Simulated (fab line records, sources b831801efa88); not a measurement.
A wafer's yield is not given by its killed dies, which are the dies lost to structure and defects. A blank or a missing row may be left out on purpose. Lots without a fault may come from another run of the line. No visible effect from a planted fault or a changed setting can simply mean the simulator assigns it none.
fab line records | flow gf180mcu
[record] lots = 13 | wafers = 39 | lastDay = 34
route steps=602 shown LVPWELL@58 M1@331 V1@339
lots that met no fault: from a run of the same line without faults
startH: the number of hours between the record's first day and the start of the first shown wafer of the lot | waitH: hours since the lot's step before | " as in the row above | L1.1+2: several wafers, shown together as one row | - either no value or no given start | * or withheld: withheld | < > ~ a bound
route shown NAME@n: names a module that has steps shown in the file, with the first one's number in the route | usual: mean/standard deviation of fault-free wafers | same: alike in all rows | chamber/n: place in a boat | sites: readings site by site | _std_site: how widely they spread, as a standard deviation | _edge_site: inner sites' mean taken away from outer sites' mean | radiusMm: for every site, how far away it sits from the centre of the wafer | mask NAME#n: copy n | behind: the tool/chamber that last shaped the wafer | hold: cause of the lot's hold/its duration in hours/its outcome | device: whichever transistor did not switch (one of n, p or np) | end of line: the route-end tests of the same wafers | for a step that has no rows: nothing shown but its recipe | killed: count of dies lost to structure and defects at first sort (not the wafer's yield) | map: shows each die of a wafer: x if killed, . if not, _ if none is there
set.NAME: the setting that was run; set.NAME@STEP: the one run at that earlier step | model.NAME: the simulator's own value behind a step, which no gauge read
route steps across a sampled set of lots; one table per step, one row per wafer
services: the hour from which a tool's chamber was out of use, counted from the record's first day as startH (under 0 if before that day), plus the number of hours and why
[[steps]]
[step GF_LVPWELL_EXPOSE_04]
[recipe] maskId = LVPWELL | targetCdNm = 600 | na = 0.6 | sourceShape = conventional | sigmaOuter = 0.6 | doseMj = 260
lot.wafer  | tool            | chamber | startH | waitH | mask
L715.1+3+5 | ilineStepper-01 | 0       | 64.71  | -     | LVPWELL#0
L716.2+3+6 | ilineStepper-02 | 0       | 69.46  | -     | LVPWELL#0
L719.1+2+5 | ilineStepper-01 | 0       | 88.38  | -     | LVPWELL#0
L720.3+5+6 | ilineStepper-02 | 0       | 91.67  | -     | LVPWELL#0
L721.4+5+6 | ilineStepper-01 | 0       | 96.19  | -     | LVPWELL#0
L722.1+2+3 | ilineStepper-02 | 0       | 100.98 | -     | LVPWELL#0
L727.1+2+3 | ilineStepper-01 | 0       | 125.99 | -     | LVPWELL#0
L728.3+5+6 | ilineStepper-02 | 0       | 135.66 | -     | LVPWELL#0
L730.2+4+6 | ilineStepper-02 | 0       | 145.94 | -     | LVPWELL_R1#0
L734.2+3+6 | ilineStepper-01 | 0       | 174.33 | -     | LVPWELL#0
L736.1+3+5 | ilineStepper-02 | 0       | 179.92 | -     | LVPWELL#0
L737.1+3+5 | ilineStepper-02 | 0       | 189.23 | -     | LVPWELL#0
L738.2+3+5 | ilineStepper-02 | 0       | 192.73 | -     | LVPWELL#0
[step GF_M1_METAL_ETCH_16]
[recipe] chemistry = Cl2/BCl3 | maskMaterial = KrF | targetDepthNm = 750.8 | stopOn = SiO2 | pressureMtorr = 8 | icpW = 800 | biasW = 140 | Cl2_flow_sccm = 80 | bcl3FlowSccm = 40 | timeS = 125.1
[usual] drypumpMotorCurrentA = 5.8/0.49 | oesProductAu = 0.987/0.0059 | throttleValvePct = 28.234/0.01
lot.wafer | tool        | chamber | startH | waitH | drypumpMotorCurrentA | oesProductAu | rfHoursCounterH | throttleValvePct
L715.1    | rieMetal-03 | 1       | 395.01 | 0.0   | 5.3                  | 0.992        | 10              | 28.251
L715.3    | "           | 1       | "      | "     | 5.3                  | 0.985        | -               | 28.220
L715.5    | "           | 0       | "      | "     | 5.9                  | 0.984        | -               | 28.236
L716.2    | rieMetal-01 | 1       | 399.29 | 0.1   | 5.3                  | 0.992        | -               | 28.228
L716.3    | "           | 1       | "      | "     | 5.3                  | 0.991        | -               | 28.247
L716.6    | "           | 1       | "      | "     | 5.3                  | 0.987        | -               | 28.236
L719.1    | rieMetal-04 | 1       | 425.31 | 0.0   | 6.3                  | 0.978        | 4               | 28.231
L719.2    | "           | 0       | "      | "     | 6.8                  | 0.996        | 6               | 28.242
L719.5    | "           | 1       | "      | "     | 6.3                  | 0.992        | -               | 28.247
L720.3    | rieMetal-03 | 0       | 432.51 | 0.1   | 5.9                  | 0.989        | -               | 28.245
L720.5    | "           | 0       | "      | "     | 5.9                  | 0.986        | -               | 28.226
L720.6    | "           | 1       | "      | "     | 5.3                  | 0.988        | -               | 28.231
L721.4    | rieMetal-03 | 0       | 444.35 | 0.1   | 5.9                  | 0.992        | -               | 28.245
L721.5    | "           | 1       | "      | "     | 5.3                  | 0.993        | -               | 28.238
L721.6    | "           | 0       | "      | "     | 5.9                  | 0.995        | -               | 28.235
L722.1    | rieMetal-03 | 1       | 450.46 | 0.0   | 5.3                  | 0.986        | 12              | 28.246
L722.2    | "           | 0       | "      | "     | 5.9                  | 0.986        | 7               | 28.233
L722.3    | "           | 0       | "      | "     | 5.9                  | 0.990        | -               | 28.223
L727.1    | rieMetal-01 | 0       | 499.10 | 0.0   | 5.6                  | 0.994        | 0               | 28.239
L727.2    | "           | 1       | "      | "     | 5.3                  | 0.991        | 8               | 28.239
L727.3    | "           | 1       | "      | "     | 5.3                  | 0.980        | -               | 28.256
L728.3    | rieMetal-04 | 0       | 511.24 | 0.1   | 6.8                  | 0.991        | -               | 28.241
L728.5    | "           | 1       | "      | "     | 6.3                  | 0.976        | -               | 28.238
L728.6    | "           | 0       | "      | "     | 6.8                  | 0.981        | -               | 28.242
L730.2    | rieMetal-01 | 1       | 526.55 | 0.0   | 5.3                  | 0.984        | 9               | 28.253
L730.4    | "           | 1       | "      | "     | 5.3                  | 0.983        | -               | 28.212
L730.6    | "           | 0       | "      | "     | 5.7                  | 0.981        | -               | 28.239
L734.2    | rieMetal-04 | 0       | 563.16 | 0.0   | 6.8                  | 0.990        | 9               | 28.234
L734.3    | "           | 0       | "      | "     | 6.7                  | 0.996        | -               | 28.222
L734.6    | "           | 0       | "      | "     | 6.8                  | 0.989        | -               | 28.210
L736.1    | rieMetal-03 | 0       | 564.60 | 0.0   | 5.9                  | 0.992        | 10              | 28.227
L736.3    | "           | 0       | "      | "     | 5.9                  | 0.994        | -               | 28.244
L736.5    | "           | 0       | "      | "     | 5.9                  | 0.993        | -               | 28.217
L737.1    | rieMetal-01 | 0       | 578.85 | 0.0   | 5.7                  | 0.981        | 3               | 28.242
L737.3    | "           | 1       | "      | "     | 5.3                  | 0.997        | -               | 28.236
L737.5    | "           | 0       | "      | "     | 5.7                  | 0.985        | -               | 28.223
L738.2    | rieMetal-01 | 1       | 587.25 | 0.0   | 5.3                  | 0.989        | 11              | 28.232
L738.3    | "           | 1       | "      | "     | 5.3                  | 0.984        | -               | 28.221
L738.5    | "           | 0       | "      | "     | 5.7                  | 0.988        | -               | 28.239
[step GF_V1_CMP_04]
[recipe] material = SiO2 | downForcePsi = 4 | platenRpm = 60 | padVelocityMS = 0.94248
[usual] motorCurrentA = 12.3/0.59 | retainingRingPressureFrac = 1.000/0.0047 | slurryFlowMlMin = 150.0/0.46 | timeToEndpointS = 78/6.3
lot.wafer | tool   | chamber | startH | waitH | motorCurrentA | retainingRingPressureFrac | slurryFlowMlMin | timeToEndpointS
L715.3    | cmp-02 | 1       | 395.97 | 0.0   | 12.3          | 0.998                     | 149.8           | 74
L715.1    | "      | 2       | "      | "     | 11.8          | 1.003                     | 151.4           | 71
L715.5    | "      | 2       | "      | "     | 12.0          | 1.004                     | 150.3           | 79
L716.2    | cmp-02 | 2       | 400.41 | 0.1   | 12.1          | 1.004                     | 149.3           | 71
L716.3    | "      | 3       | "      | "     | 11.6          | 1.011                     | 150.9           | 74
L716.6    | "      | 0       | "      | "     | 13.4          | 0.998                     | 149.9           | 87
L719.2    | cmp-02 | 3       | 426.27 | 0.0   | 12.0          | 0.997                     | 149.6           | 76
L719.1    | "      | 0       | "      | "     | 12.3          | 1.000                     | 149.8           | 70
L719.5    | "      | 3       | "      | "     | 12.4          | 0.997                     | 149.9           | 81
L720.3    | cmp-02 | 2       | 433.57 | 0.2   | 11.9          | 1.000                     | 149.1           | 66
L720.5    | "      | 3       | "      | "     | 11.5          | 0.992                     | 149.5           | 79
L720.6    | "      | 0       | "      | "     | 13.5          | 0.988                     | 149.6           | 73
L721.4    | cmp-01 | 0       | 445.32 | 0.1   | 11.8          | 1.001                     | 149.8           | 89
L721.6    | "      | 3       | "      | "     | 12.5          | 0.993                     | 150.1           | 75
L721.5    | "      | 0       | "      | "     | 12.1          | 1.010                     | 149.9           | 82
L722.3    | cmp-02 | 1       | 451.41 | 0.0   | 11.2          | 0.999                     | 150.2           | 74
L722.1    | "      | 2       | "      | "     | 11.9          | 1.001                     | 150.7           | 70
L722.2    | "      | 0       | "      | "     | 12.5          | 0.997                     | 149.4           | 80
L727.2    | cmp-01 | 1       | 500.05 | 0.0   | 11.9          | 0.996                     | 150.2           | 74
L727.3    | "      | 3       | "      | "     | 12.7          | 0.999                     | 149.8           | 74
L727.1    | "      | 0       | "      | "     | 12.7          | 0.997                     | 149.6           | 84
L728.3    | cmp-01 | 0       | 512.27 | 0.2   | 11.6          | 1.002                     | 149.5           | 84
L728.5    | "      | 1       | "      | "     | 11.2          | 0.999                     | 150.5           | 81
L728.6    | "      | 2       | "      | "     | 12.6          | 1.006                     | 150.3           | 93
L730.2    | cmp-02 | 1       | 527.47 | 0.0   | 11.7          | 0.997                     | 150.9           | 69
L730.4    | "      | 2       | "      | "     | 11.8          | 1.011                     | 150.2           | 74
L730.6    | "      | 2       | "      | "     | 12.3          | 1.002                     | 151.1           | 67
L734.2    | cmp-01 | 0       | 564.18 | 0.1   | 12.2          | 0.994                     | 149.8           | 83
L734.3    | "      | 1       | "      | "     | 11.5          | 1.004                     | 150.1           | 79
L734.6    | "      | 3       | "      | "     | 12.1          | 1.002                     | 150.3           | 87
L736.1    | cmp-01 | 1       | 565.65 | 0.1   | 11.8          | 0.992                     | 150.3           | 77
L736.3    | "      | 0       | "      | "     | 12.6          | 1.002                     | 150.6           | 77
L736.5    | "      | 2       | "      | "     | 12.4          | 1.006                     | 149.2           | 89
L737.1    | cmp-02 | 0       | 579.88 | 0.1   | 13.6          | 1.003                     | 149.7           | 78
L737.3    | "      | 1       | "      | "     | 12.2          | 0.999                     | 149.5           | 75
L737.5    | "      | 3       | "      | "     | 11.8          | 1.002                     | 149.9           | 81
L738.2    | cmp-01 | 1       | 588.18 | 0.0   | 11.0          | 0.994                     | 150.2           | 71
L738.3    | "      | 0       | "      | "     | 12.6          | 0.999                     | 150.3           | 80
L738.5    | "      | 2       | "      | "     | 12.3          | 1.007                     | 149.8           | 87
[step GF_V1_CMP_26]
[recipe] stopOn = SiO2 | downForcePsi = 3.5 | platenRpm = 60 | tOverpolishS = 15 | targetThkNm = 0 | padVelocityMS = 0.94248
[usual] motorCurrentA = 11.3/0.49 | overpolishRunS = 15.000/0.0093 | retainingRingPressureFrac = 1.000/0.0045 | slurryFlowMlMin = 150.0/0.42 | timeToEndpointS = 83/4.5
lot.wafer | tool   | chamber | startH | waitH | motorCurrentA | overpolishRunS | retainingRingPressureFrac | slurryFlowMlMin | timeToEndpointS
L715.1    | cmp-01 | 2       | 422.23 | 0.1   | 11.5          | 14.998         | 1.001                     | 149.9           | 91
L715.3    | "      | 0       | "      | "     | 11.3          | 15.003         | 1.005                     | 149.6           | 86
L715.5    | "      | 2       | "      | "     | 10.8          | 15.007         | 1.001                     | 149.7           | 88
L716.3    | cmp-01 | 1       | 426.02 | 0.0   | 10.8          | 15.006         | 1.003                     | 150.6           | 84
L716.2    | "      | 3       | "      | "     | 11.6          | 15.005         | 0.993                     | 150.5           | 82
L716.6    | "      | 2       | "      | "     | 11.6          | 15.014         | 1.003                     | 149.8           | 87
L719.1    | cmp-01 | 2       | 452.20 | 0.1   | 11.1          | 15.007         | 0.992                     | 149.3           | 89
L719.2    | "      | 3       | "      | "     | 11.7          | 14.995         | 0.994                     | 150.6           | 83
L719.5    | "      | 2       | "      | "     | 11.7          | 14.999         | 0.998                     | 150.4           | 89
L720.3    | cmp-01 | 3       | 459.70 | 0.1   | 11.7          | 14.974         | 1.003                     | 149.7           | 82
L720.5    | "      | 1       | "      | "     | 10.4          | 14.992         | 1.000                     | 150.3           | 85
L720.6    | "      | 2       | "      | "     | 10.9          | 15.006         | 0.999                     | 150.1           | 92
L721.4    | cmp-01 | 2       | 471.66 | 0.1   | 11.1          | 14.977         | 1.006                     | 149.8           | 89
L721.5    | "      | 0       | "      | "     | 11.0          | 14.997         | 0.997                     | 150.2           | 85
L721.6    | "      | 1       | "      | "     | 11.1          | 14.993         | 0.998                     | 149.8           | 84
L722.1    | cmp-02 | 3       | 477.57 | 0.1   | 10.4          | 15.009         | 0.998                     | 150.4           | 83
L722.3    | "      | 0       | "      | "     | 11.9          | 14.993         | 1.008                     | 150.0           | 81
L722.2    | "      | 1       | "      | "     | 11.0          | 14.995         | 0.993                     | 149.4           | 83
L727.3    | cmp-02 | 1       | 525.06 | 0.1   | 11.0          | 14.985         | 0.999                     | 149.9           | 80
L727.2    | "      | 2       | "      | "     | 11.1          | 14.986         | 1.004                     | 150.4           | 71
L727.1    | "      | 3       | "      | "     | 10.7          | 14.998         | 0.995                     | 149.9           | 79
L728.3    | cmp-02 | 2       | 536.14 | 0.3   | 11.2          | 14.995         | 0.999                     | 150.0           | 77
L728.6    | "      | 0       | "      | "     | 12.3          | 15.005         | 1.000                     | 148.9           | 80
L728.5    | "      | 1       | "      | "     | 10.5          | 15.019         | 1.007                     | 150.4           | 79
L730.4    | cmp-01 | 3       | 552.06 | 0.1   | 11.6          | 15.000         | 1.002                     | 150.3           | 84
L730.2    | "      | 0       | "      | "     | 11.7          | 15.008         | 1.008                     | 149.5           | 87
L730.6    | "      | 2       | "      | "     | 11.7          | 15.001         | 0.999                     | 149.4           | 89
L734.3    | cmp-01 | 2       | 587.51 | 0.1   | 10.7          | 14.989         | 1.003                     | 149.9           | 84
L734.2    | "      | 0       | "      | "     | 11.6          | 14.995         | 0.997                     | 149.3           | 87
L734.6    | "      | 2       | "      | "     | 11.3          | 15.002         | 1.000                     | 149.9           | 88
L736.3    | cmp-01 | 0       | 588.91 | 0.1   | 11.3          | 15.011         | 1.003                     | 150.0           | 86
L736.1    | "      | 2       | "      | "     | 10.9          | 15.000         | 0.999                     | 150.0           | 86
L736.5    | "      | 0       | "      | "     | 11.3          | 15.006         | 1.002                     | 149.9           | 86
L737.1    | cmp-02 | 0       | 602.83 | 0.1   | 12.3          | 14.984         | 0.998                     | 149.5           | 77
L737.3    | "      | 1       | "      | "     | 11.4          | 14.989         | 0.995                     | 149.4           | 76
L737.5    | "      | 2       | "      | "     | 11.3          | 14.987         | 0.999                     | 149.5           | 72
L738.2    | cmp-02 | 0       | 611.25 | 0.1   | 12.3          | 15.008         | 0.996                     | 150.0           | 80
L738.3    | "      | 1       | "      | "     | 11.7          | 15.010         | 1.007                     | 149.5           | 82
L738.5    | "      | 0       | "      | "     | 11.4          | 14.984         | 0.994                     | 150.2           | 80
[[services]]
tool   | chamber | startH | hours | kind
cmp-01 | -       | 53.64  | 2.5   | repair
cmp-02 | -       | 64.00  | 4.0   | pm
cmp-02 | -       | 78.53  | 1.6   | repair
cmp-02 | -       | 92.99  | 0.3   | repair
cmp-01 | -       | 110.86 | 5.0   | pm
cmp-02 | -       | 125.97 | 4.8   | pm
cmp-02 | -       | 148.43 | 0.8   | repair
cmp-01 | -       | 232.00 | 4.0   | pm
cmp-01 | -       | 253.44 | 3.5   | repair
cmp-01 | -       | 307.82 | 0.6   | repair
cmp-01 | -       | 355.67 | 13.7  | repair
cmp-02 | -       | 366.59 | 1.8   | repair
cmp-02 | -       | 372.02 | 13.3  | pm
cmp-02 | -       | 404.00 | 4.0   | pm
cmp-02 | -       | 474.23 | 2.1   | repair
cmp-01 | -       | 479.92 | 3.2   | pm
cmp-01 | -       | 508.23 | 0.8   | repair
cmp-01 | -       | 520.74 | 15.4  | pm
cmp-01 | -       | 557.71 | 1.2   | repair
cmp-01 | -       | 559.27 | 1.8   | repair
cmp-01 | -       | 572.00 | 4.0   | pm
cmp-01 | -       | 592.73 | 0.5   | repair
cmp-01 | -       | 603.18 | 2.7   | repair
cmp-01 | -       | 605.84 | 7.8   | pm
[[key]]
[firstSign] step = GF_LVPWELL_EXPOSE_04 | reading = mask | direction = changed
effect none on later readings
metAt GF_LVPWELL_EXPOSE_04
struckLots L730
testerLeftOut L730
notActingAt GF_M1_METAL_ETCH_16,GF_V1_CMP_04,GF_V1_CMP_26
onsetBetween 135.66 145.94
[fault] kind = wrongMask | tool = any | chamber = - | onsetH = 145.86 | steps = GF_LVPWELL_EXPOSE_04 | auxCopy = LVPWELL_R1#0 | cdOffsetNm = -120 | scope = struckLotsOnly
// testerLeftOut: of these lots the tester's yield and bins aren't shown, on N5 and GAA mostly nor the transistor test; their killed dies are dies lost to structure and defects alone, not to doping, threshold or leakage, so they don't give the yield
